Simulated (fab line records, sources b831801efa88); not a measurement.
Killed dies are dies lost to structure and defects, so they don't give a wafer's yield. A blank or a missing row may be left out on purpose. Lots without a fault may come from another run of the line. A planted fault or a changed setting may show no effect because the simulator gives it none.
fab line records | flow sky130 | part 1 of 2: steps 1 to 43 of 44
record lots=6 wafers=18 last_day=49
route steps=708 shown VIA2@527 METAL3@532 CAPM@537 PAD_OPEN@708
lots that met no fault: from a run of the same line without faults
start_h: hours from the record's first day to the start of the lot's first wafer shown | wait_h: hours since the lot's step before | " the same as in the row above | L1.1+2: a row that stands for several wafers | - no value, or no start given | * or withheld: withheld | < > ~ a bound
route shown NAME@n: a module of which the file shows steps, and the number in the route of the first | usual: mean/standard deviation of fault-free wafers | same: alike in all rows | chamber/n: place in a boat | sites: the reading at each site | _std_site: their standard deviation | _edge_site: outer sites' mean less inner sites' | radius_mm: how far each site lies from the wafer's centre | mask NAME#n: copy n | behind: the tool/chamber that last shaped the wafer | hold: why the lot was held/for how many hours/how that ended | device: the transistor (n, p or np) that didn't switch | end of line: the same wafers' tests at the end of the route | a step without rows: its recipe alone | killed: dies lost to structure and defects at the first sort, not the wafer's yield | map: a wafer's dies, x killed, . not, _ none there
set.NAME: the setting as run; set.NAME@STEP: as run at that earlier step | model.NAME: the simulator's own value behind a step, which no gauge read
lots at some steps of the route; a table a step, a row a wafer
services: from which hour (start_h, from the record's first day; less than 0 if before it) a tool's chamber was out of use, for how many hours, and why
## steps
# step SKY_VIA2_SPUTTER_20
# recipe material=TiN target_thk_nm=20 chamber_pressure_pa=5 power_w=4000 time_s=80
# step SKY_VIA2_CVD_21
# recipe material=W target_thk_nm=420 time_s=126.4 temp_c=400 pressure_torr=40
# usual heater_power_w=830/40
# columns lot.wafer tool chamber start_h wait_h heater_power_w
L527.1 cvd_w-01 0 857.93 0.0 897
L527.2 " 1 " " 785
L527.6 " 1 " " 769
L530.4 cvd_w-01 0 882.57 0.1 909
L530.5 " 1 " " 778
L530.6 " 0 " " 883
L533.2 cvd_w-02 1 923.24 0.0 826
L533.3 " 0 " " 804
L533.5 " 0 " " 804
L543.1 cvd_w-02 0 987.28 0.0 814
L543.4 " 1 " " 839
L543.5 " 1 " " 831
L544.2 cvd_w-01 1 988.33 0.0 810
L544.5 " 0 " " 887
L544.6 " 1 " " 807
L545.1 cvd_w-01 1 989.03 0.0 806
L545.2 " 0 " " 896
L545.5 " 1 " " 806
# step SKY_VIA2_RS_MEAS_22
# recipe thk_meas_gauge=four-point-probe reads=W_of_VIA2_CVD_21+TiN_of_VIA2_SPUTTER_20
# usual VIA2_W_RS=0.2730/0.0027
# columns lot.wafer tool chamber start_h wait_h VIA2_W_RS[ohm/sq]
L527.1 film_metro-04 - 858.07 0.1 0.2722
L527.2 " - " " 0.2722
L527.6 " - " " 0.2725
L530.4 film_metro-03 - 882.72 0.1 0.2739
L530.5 " - " " 0.2758
L530.6 " - " " 0.2738
L533.2 film_metro-01 - 923.39 0.1 0.2753
L533.3 " - " " 0.2753
L533.5 " - " " 0.2755
L543.1 film_metro-04 - 987.41 0.1 0.2722
L543.4 " - " " 0.2742
L543.5 " - " " 0.2738
L544.2 film_metro-01 - 988.48 0.1 0.2741
L544.5 " - " " 0.2749
L544.6 " - " " 0.2791
L545.1 film_metro-03 - 989.16 0.1 0.2703
L545.2 " - " " 0.2701
L545.5 " - " " 0.2715
# step SKY_VIA2_THK_MEAS_23
# recipe thk_meas_gauge=xrf reads=W_of_VIA2_CVD_21
# usual VIA2_W_THK=421/7.5
# columns lot.wafer tool chamber start_h wait_h VIA2_W_THK[nm]
L527.1 film_metro-04 - 858.19 0.1 419
L527.2 " - " " 418
L527.6 " - " " 418
L530.4 film_metro-03 - 882.81 0.1 429
L530.5 " - " " 424
L530.6 " - " " 429
L533.2 film_metro-01 - 923.50 0.1 418
L533.3 " - " " 419
L533.5 " - " " 415
L543.1 film_metro-04 - 987.53 0.1 421
L543.4 " - " " 416
L543.5 " - " " 416
L544.2 film_metro-01 - 988.59 0.1 426
L544.5 " - " " 425
L544.6 " - " " 420
L545.1 film_metro-03 - 989.28 0.1 431
L545.2 " - " " 433
L545.5 " - " " 430
# step SKY_VIA2_CMP_24
# recipe stop_on=SiO2 t_overpolish_s=20 down_force_psi=3.5 platen_rpm=60 target_thk_nm=0 pad_velocity_m_s=0.94248
# usual motor_current_A=11.2/1.6 overpolish_run_s=19.999/0.0085 time_to_endpoint_s=100/4
# columns lot.wafer tool chamber start_h wait_h motor_current_A overpolish_run_s time_to_endpoint_s
L527.2 cmp-02 1 858.35 0.1 14.0 20.011 99
L527.1 " 2 " " 10.5 20.001 99
L527.6 " 0 " " 14.6 20.001 100
L530.4 cmp-02 2 882.99 0.2 10.2 19.997 99
L530.6 " 3 " " 9.5 20.011 95
L530.5 " 0 " " 13.0 20.010 98
L533.3 cmp-02 2 923.55 0.0 9.8 19.998 97
L533.2 " 3 " " 9.6 20.008 98
L533.5 " 3 " " 10.2 19.983 97
L543.4 cmp-02 2 987.59 0.0 10.3 19.998 98
L543.1 " 0 " " 14.2 20.004 100
L543.5 " 2 " " 10.0 20.005 99
L544.2 cmp-01 2 988.64 0.0 11.5 19.989 95
L544.5 " 2 " " 10.7 19.994 94
L544.6 " 3 " " 10.6 20.016 98
L545.1 cmp-01 1 989.66 0.4 9.5 20.006 101
L545.2 " 2 " " 11.2 20.001 100
L545.5 " 0 " " 11.1 19.986 97
# step SKY_METAL3_SPUTTER_00
# recipe material=Ti target_thk_nm=15 power_w=3000 time_s=10 chamber_pressure_pa=0.4
# step SKY_METAL3_SPUTTER_01
# recipe material=TiN target_thk_nm=20 power_w=6500 time_s=16.7 chamber_pressure_pa=0.4
# usual cathode_dc_power_W=6500.0/1.1 throttle_valve_pct=30.3/0.89
# columns lot.wafer tool chamber start_h wait_h cathode_dc_power_W throttle_valve_pct
L527.1 pvd_sputter-02 - 858.57 0.0 6496.4 29.9
L527.2 " - " " 6499.5 31.3
L527.6 " - " " 6501.1 30.3
L530.4 pvd_sputter-02 - 883.16 0.0 6500.6 30.1
L530.5 " - " " 6499.3 30.0
L530.6 " - " " 6500.1 31.2
L533.2 pvd_sputter-02 - 923.87 0.0 6501.4 30.0
L533.3 " - " " 6502.0 31.1
L533.5 " - " " 6501.2 30.2
L543.1 pvd_sputter-04 - 987.91 0.0 6501.9 31.2
L543.4 " - " " 6500.7 28.8
L543.5 " - " " 6499.4 31.4
L544.2 pvd_sputter-02 - 988.96 0.0 6498.2 30.8
L544.5 " - " " 6499.6 31.3
L544.6 " - " " 6498.7 29.9
L545.1 pvd_sputter-02 - 989.88 0.0 6499.3 31.5
L545.2 " - " " 6499.0 30.9
L545.5 " - " " 6499.7 31.1
# step SKY_METAL3_SPUTTER_02
# recipe material=AlCu target_thk_nm=735 power_w=10600 time_s=39.1 chamber_pressure_pa=0.4
# step SKY_METAL3_SPUTTER_03
# recipe material=Ti target_thk_nm=5 power_w=3000 time_s=3.3 chamber_pressure_pa=0.4
# usual cathode_dc_power_W=3000.0/0.57 throttle_valve_pct=30.3/0.88
# columns lot.wafer tool chamber start_h wait_h cathode_dc_power_W throttle_valve_pct
L527.1 pvd_sputter-02 - 858.63 0.0 3000.7 30.1
L527.2 " - " " 3001.2 31.2
L527.6 " - " " 3000.2 30.2
L530.4 pvd_sputter-02 - 883.22 0.0 3000.1 30.3
L530.5 " - " " 3000.2 30.2
L530.6 " - " " 3000.5 30.7
L533.2 pvd_sputter-02 - 923.93 0.0 2999.9 30.1
L533.3 " - " " 3000.0 30.8
L533.5 " - " " 3001.0 30.1
L543.1 pvd_sputter-04 - 987.97 0.0 2999.9 31.4
L543.4 " - " " 3000.2 28.7
L543.5 " - " " 2999.7 31.4
L544.2 pvd_sputter-02 - 989.02 0.0 2999.1 31.0
L544.5 " - " " 3000.3 31.1
L544.6 " - " " 3000.3 29.9
L545.1 pvd_sputter-02 - 989.95 0.0 3000.3 31.4
L545.2 " - " " 3001.0 30.9
L545.5 " - " " 3000.3 31.1
# step SKY_METAL3_SPUTTER_04
# recipe material=TiN target_thk_nm=70 power_w=6500 time_s=58.3 chamber_pressure_pa=0.4
# step SKY_CAPM_CVD_00
# recipe material=SiO2 target_thk_nm=15.5 temp_c=400 time_s=withheld rf_w=450
# usual heater_power_w=744/94
# columns lot.wafer tool chamber start_h wait_h heater_power_w
L527.1 pecvd-01 2 858.70 0.0 813
L527.2 " 0 " " 822
L527.6 " 2 " " 823
L530.4 pecvd-03 0 883.30 0.0 788
L530.5 " 2 " " 686
L530.6 " 1 " " 702
L533.2 pecvd-04 2 924.00 0.0 715
L533.3 " 2 " " 732
L533.5 " 2 " " 723
L543.1 pecvd-01 0 988.04 0.0 821
L543.4 " 2 " " 797
L543.5 " 0 " " 802
L544.2 pecvd-03 1 989.09 0.0 700
L544.5 " 2 " " 711
L544.6 " 0 " " 821
L545.1 pecvd-04 1 990.01 0.0 713
L545.2 " 0 " " 972
L545.5 " 0 " " 969
# step SKY_CAPM_THK_MEAS_01
# recipe reads=SiO2_of_CAPM_CVD_00
# usual CAPM_CVD_00_THK=15.53/0.25
# columns lot.wafer tool chamber start_h wait_h CAPM_CVD_00_THK[nm]
L527.1 film_metro-02 - 858.73 - 15.33
L527.2 " - " " 15.13
L527.6 " - " " 15.71
L530.4 film_metro-01 - 883.34 - 15.72
L530.5 " - " " 15.33
L530.6 " - " " 15.41
L533.2 film_metro-01 - 924.04 - 15.73
L533.3 " - " " 15.90
L533.5 " - " " 16.13
L543.1 film_metro-02 - 988.06 - 15.21
L543.4 " - " " 15.49
L543.5 " - " " 15.30
L544.2 film_metro-02 - 989.12 - 15.05
L544.5 " - " " 15.28
L544.6 " - " " 15.58
L545.1 film_metro-04 - 990.05 - 15.90
L545.2 " - " " 15.50
L545.5 " - " " 15.88
# step SKY_CAPM_SPUTTER_02
# recipe material=TiN target_thk_nm=200 temp_c=300 power_w=6500 time_s=166.7 chamber_pressure_pa=0.4
# usual cathode_dc_power_W=6500.1/1.1 throttle_valve_pct=30.4/0.82
# columns lot.wafer tool chamber start_h wait_h cathode_dc_power_W throttle_valve_pct model.TiN_of_CAPM_SPUTTER_02.thk_nm
L527.1 pvd_sputter-03 - 858.79 0.1 6500.6 31.5 196.8
L527.2 " - " " 6499.3 29.8 197.1
L527.6 " - " " 6500.9 31.6 197.2
L530.4 pvd_sputter-03 - 883.37 0.0 6500.0 29.6 197.9
L530.5 " - " " 6500.3 29.4 197.8
L530.6 " - " " 6500.5 29.6 197.8
L533.2 pvd_sputter-01 - 924.09 0.0 6498.4 31.5 197.1
L533.3 " - " " 6501.0 31.7 198.4
L533.5 " - " " 6500.5 30.5 198.8
L543.1 pvd_sputter-01 - 988.12 0.1 6500.5 31.6 199.9
L543.4 " - " " 6501.5 30.1 201.3
L543.5 " - " " 6500.9 30.2 198.9
L544.2 pvd_sputter-03 - 989.17 0.0 6014.6 29.8 184.1
L544.5 " - " " 6014.5 30.0 186
L544.6 " - " " 6014.6 31.4 183.6
L545.1 pvd_sputter-03 - 990.11 0.1 6015.0 30.0 181.2
L545.2 " - " " 6016.2 29.9 182.5
L545.5 " - " " 6014.7 30.0 181.6
# step SKY_CAPM_RS_MEAS_03
# recipe thk_meas_gauge=four-point-probe reads=TiN_of_CAPM_SPUTTER_02
# usual CAPM_TIN_RS=6.95/0.066
# columns lot.wafer tool chamber start_h wait_h CAPM_TIN_RS[ohm/sq]
L527.1 film_metro-01 - 858.90 0.1 7.02
L527.2 " - " " 7.02
L527.6 " - " " 7.02
L530.4 film_metro-02 - 883.54 0.1 6.99
L530.5 " - " " 6.98
L530.6 " - " " 7.00
L533.2 film_metro-01 - 924.22 0.1 7.02
L533.3 " - " " 6.97
L533.5 " - " " 6.96
L543.1 film_metro-04 - 988.23 0.1 6.90
L543.4 " - " " 6.85
L543.5 " - " " 6.95
L544.2 film_metro-04 - 989.30 0.1 7.51
L544.5 " - " " 7.42
L544.6 " - " " 7.52
L545.1 film_metro-02 - 990.22 0.1 7.66
L545.2 " - " " 7.60
L545.5 " - " " 7.62
# step SKY_CAPM_THK_MEAS_04
# recipe thk_meas_gauge=xrf reads=TiN_of_CAPM_SPUTTER_02
# usual CAPM_TIN_THK=198.7/2.1
# columns lot.wafer tool chamber start_h wait_h CAPM_TIN_THK[nm]
L527.1 film_metro-01 - 859.02 0.1 196.4
L527.2 " - " " 197.9
L527.6 " - " " 197.1
L530.4 film_metro-02 - 883.63 0.1 197.9
L530.5 " - " " 197.4
L530.6 " - " " 197.7
L533.2 film_metro-01 - 924.33 0.1 197.5
L533.3 " - " " 199.6
L533.5 " - " " 199.9
L543.1 film_metro-04 - 988.35 0.1 200.2
L543.4 " - " " 201.8
L543.5 " - " " 199.3
L544.2 film_metro-04 - 989.41 0.1 183.7
L544.5 " - " " 186.2
L544.6 " - " " 183.7
L545.1 film_metro-02 - 990.34 0.1 179.9
L545.2 " - " " 181.3
L545.5 " - " " 179.8
# step SKY_CAPM_DEHYDRATE_05
# recipe temp_c=200 time_s=60
# step SKY_CAPM_HMDS_06
# recipe prime_time_s=60 prime_temp_c=120
# step SKY_CAPM_COAT_07
# recipe resist=NOVOLAK spin_rpm=3000 resist_thk_nm=1140
# step SKY_CAPM_SOFTBAKE_08
# recipe temp_c=90 time_s=60 resist=NOVOLAK
# step SKY_CAPM_EXPOSE_09
# recipe mask_id=CAPM na=0.6 source_shape=conventional sigma_outer=0.6 polarization=unpolarized target_cd_nm=1000 dose_mj=159
# step SKY_CAPM_PEB_10
# recipe temp_c=withheld time_s=* resist=NOVOLAK
# step SKY_CAPM_DEVELOP_11
# recipe resist=NOVOLAK developer=TMAH develop_time_s=60 dev_temp_c=23
# step SKY_CAPM_OVL_MEAS_12
# usual CAPM_OVL=-0.2/1.6
# columns lot.wafer tool chamber start_h wait_h CAPM_OVL[nm]
L527.1 overlay-01 - 884.65 0.1 -1.2
L527.2 " - " " -1.5
L527.6 " - " " -1.9
L530.4 overlay-01 - 908.67 0.1 1.3
L530.5 " - " " 1.2
L530.6 " - " " 1.9
L533.2 overlay-01 - 947.46 0.1 2.6
L533.3 " - " " 2.1
L533.5 " - " " 2.7
L543.1 overlay-01 - 1010.76 0.1 -1.3
L543.4 " - " " -0.3
L543.5 " - " " -2.0
L544.2 overlay-01 - 1011.86 0.1 3.8
L544.5 " - " " 1.3
L544.6 " - " " 2.0
L545.1 overlay-01 - 1012.91 0.1 -0.7
L545.2 " - " " -3.1
L545.5 " - " " -1.5
# step SKY_CAPM_METAL_ETCH_13
# recipe target_depth_nm=220 stop_on=SiO2 chemistry=Cl2/BCl3 target=TiN pressure_mtorr=10 icp_w=900 bias_w=48.5 Cl2_flow_sccm=60 bcl3_flow_sccm=30 time_s=62.9
# usual drypump_motor_current_A=5.48/0.28 oes_product_au=0.938/0.0069 throttle_valve_pct=21.903/0.01
# columns lot.wafer tool chamber start_h wait_h drypump_motor_current_A oes_product_au rf_hours_counter_h throttle_valve_pct
L527.1 rie_metal-03 0 884.69 0.0 5.38 0.942 11 21.911
L527.2 " 1 " " 5.56 0.925 0 21.908
L527.6 " 0 " " 5.40 0.934 - 21.899
L530.4 rie_metal-04 0 908.72 0.0 5.85 0.933 - 21.907
L530.5 " 0 " " 5.87 0.936 - 21.911
L530.6 " 1 " " 5.11 0.931 - 21.898
L533.2 rie_metal-03 0 947.49 0.0 5.39 0.939 14 21.912
L533.3 " 0 " " 5.38 0.934 - 21.897
L533.5 " 0 " " 5.38 0.934 - 21.900
L543.1 rie_metal-03 0 1010.79 0.0 5.45 0.936 19 21.895
L543.4 " 1 " " 5.59 0.947 - 21.892
L543.5 " 0 " " 5.42 0.944 - 21.887
L544.2 rie_metal-04 0 1011.92 0.0 5.87 0.893 - 21.933
L544.5 " 0 " " 5.87 0.899 - 21.928
L544.6 " 0 " " 5.86 0.888 - 21.943
L545.1 rie_metal-03 1 1012.95 0.0 5.55 0.894 8 21.953
L545.2 " 0 " " 5.40 0.885 19 21.937
L545.5 " 0 " " 5.41 0.888 - 21.941
# step SKY_CAPM_STRIP_14
# recipe chemistry=O2/N2 power_w=1400 pressure_mtorr=1500 platen_temp_c=withheld o2_flow_sccm=3000 n2_flow_sccm=300 overash_fraction=0.5
# step SKY_CAPM_STRIP_15
# recipe chemistry=post_etch_residue_remover time_s=1200 temp_c=72.5
# step SKY_CAPM_CLEAN_16
# recipe chemistry=IPA time_s=180 temp_c=25
# step SKY_CAPM_CLEAN_17
# recipe chemistry=O3/DIW dry=n2_spin
# step SKY_METAL3_DEHYDRATE_05
# recipe temp_c=200 time_s=60
# step SKY_METAL3_HMDS_06
# recipe prime_time_s=60 prime_temp_c=120
# step SKY_METAL3_COAT_07
# recipe resist=BARC temp_c=withheld time_s=withheld spin_rpm=3000 resist_thk_nm=60
# step SKY_METAL3_COAT_08
# recipe resist=KrF-thick spin_rpm=3000 resist_thk_nm=1140
# step SKY_METAL3_SOFTBAKE_09
# recipe temp_c=100 time_s=90 resist=KrF-thick
# step SKY_METAL3_EXPOSE_10
# recipe mask_id=MM3 na=0.68 source_shape=annular sigma_inner=0.4 sigma_outer=0.8 target_cd_nm=300 dose_mj=28
# step SKY_METAL3_PEB_11
# recipe peb_temp_c=withheld peb_time_s=withheld resist=KrF-thick
# step SKY_METAL3_DEVELOP_12
# recipe develop_time_s=60 resist=KrF-thick dev_temp_c=21
# step SKY_METAL3_CD_MEAS_13
# recipe target_cd_nm=300
# usual cd_nm=300.2/1.5
# columns lot.wafer tool chamber start_h wait_h cd_nm
L527.1 cd_sem-02 - 910.51 - 298.6
L527.2 " - " " 298.4
L527.6 " - " " 299.8
L530.4 cd_sem-01 - 934.72 - 298.3
L530.5 " - " " 298.8
L530.6 " - " " 298.9
L533.2 cd_sem-01 - 971.48 - 302.0
L533.3 " - " " 303.9
L533.5 " - " " 303.5
L543.1 cd_sem-01 - 1034.21 - 297.9
L543.4 " - " " 297.2
L543.5 " - " " 297.0
L544.2 cd_sem-01 - 1035.03 - 298.6
L544.5 " - " " 299.1
L544.6 " - " " 298.3
L545.1 cd_sem-01 - 1035.51 - 300.5
L545.2 " - " " 300.2
L545.5 " - " " 300.5
# step SKY_METAL3_OVL_MEAS_14
# usual METAL3_OVL=4/4.7
# columns lot.wafer tool chamber start_h wait_h METAL3_OVL[nm]
L527.1 overlay-01 - 910.63 0.1 5
L527.2 " - " " 7
L527.6 " - " " 6
L530.4 overlay-02 - 934.80 0.1 6
L530.5 " - " " 13
L530.6 " - " " 8
L533.2 overlay-02 - 971.59 0.1 7
L533.3 " - " " 8
L533.5 " - " " 10
L543.1 overlay-02 - 1034.33 0.1 -2
L543.4 " - " " 4
L543.5 " - " " -4
L544.2 overlay-02 - 1035.14 0.1 0
L544.5 " - " " -3
L544.6 " - " " -4
L545.1 overlay-01 - 1035.63 0.1 -2
L545.2 " - " " 8
L545.5 " - " " -11
# step SKY_METAL3_DESCUM_15
# recipe chemistry=O2 source_power_w=150 bias_power_w=0 pressure_mtorr=10 temp_c=40 time_s=8
# step SKY_METAL3_ETCH_16
# recipe chemistry=N2/H2 target=BARC ion_energy_ev=200 bias_w=100 pressure_mtorr=30 n2_flow_sccm=100 h2_flow_sccm=200 icp_w=500 stop_on=SiO2 time_s=88.2 target_depth_a=600
# step SKY_METAL3_ETCH_17
# recipe target=SiO2 stop_on=TiN chemistry=C4F8/O2/Ar source_w=1500 bias_w=1200 pressure_mtorr=40 c4f8_flow_sccm=withheld O2_flow_sccm=6 Ar_flow_sccm=300 time_s=3.9 target_depth_a=150
# step SKY_METAL3_METAL_ETCH_18
# recipe target_depth_a=8450 stop_on=SiO2 over_etch_frac=0.3 time_s=183.1 chemistry=Cl2/BCl3 resist_sidewall_deg=88 pressure_mtorr=10 icp_w=900 bias_w=48.5 Cl2_flow_sccm=60 bcl3_flow_sccm=30
# step SKY_METAL3_STRIP_20
# recipe chemistry=post_etch_residue_remover time_s=1200 temp_c=72.5
# columns lot.wafer tool chamber start_h wait_h model.TiN_of_CAPM_SPUTTER_02.thk_nm
L527.1 wet_bench-04 0 911.15 0.1 196
L527.2 " 0 " " 196.3
L527.6 " 0 " " 196.4
L530.4+5 wet_bench-01 1 935.25 0.0 197
L530.6 " 1 " " 196.9
L533.2 wet_bench-04 1 972.05 0.1 196.3
L533.3 " 1 " " 197.5
L533.5 " 1 " " 198
L543.1 wet_bench-03 2 1034.79 0.1 199
L543.4 " 2 " " 200.4
L543.5 " 2 " " 198
L544.2 wet_bench-01 0 1035.60 0.1 183.3
L544.5 " 0 " " 185.2
L544.6 " 0 " " 182.7
L545.1 wet_bench-04 1 1036.09 0.1 180.3
L545.2 " 1 " " 181.6
L545.5 " 1 " " 180.8
## key
first_sign step=SKY_CAPM_SPUTTER_02 reading=cathode_dc_power_W direction=down sigmas=99+ usual=6500.1 struck=6014.9
effect step=SKY_CAPM_RS_MEAS_03 reading=CAPM_TIN_RS direction=up sigmas=9.1 usual=6.95 struck=7.55
effect step=SKY_CAPM_THK_MEAS_04 reading=CAPM_TIN_THK direction=down sigmas=7.9 usual=198.7 struck=182.4
effect step=SKY_CAPM_METAL_ETCH_13 reading=oes_product_au direction=down sigmas=6.8 usual=0.938 struck=0.891
model_effect step=SKY_CAPM_SPUTTER_02 value=TiN_of_CAPM_SPUTTER_02.thk_nm without=198.1 struck=183.2
model_effect step=SKY_METAL3_STRIP_20 value=TiN_of_CAPM_SPUTTER_02.thk_nm without=197.2 struck=182.3
model_effect step=SKY_PAD_OPEN_PROBE_99 value=etest.cap_mim.plate_ohm_sq without=6.055 struck=6.549
met_at SKY_CAPM_SPUTTER_02
struck_wafers L544.2,L544.5,L544.6,L545.1,L545.2,L545.5
onset_between 883.37 989.17
fault kind=process_parameter_drift tool=pvd_sputter-03 chamber=- onset_h=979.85 steps=SKY_CAPM_SPUTTER_02 channel=power_w offset=* shape=step end_h=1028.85 acts_in=* stated=*
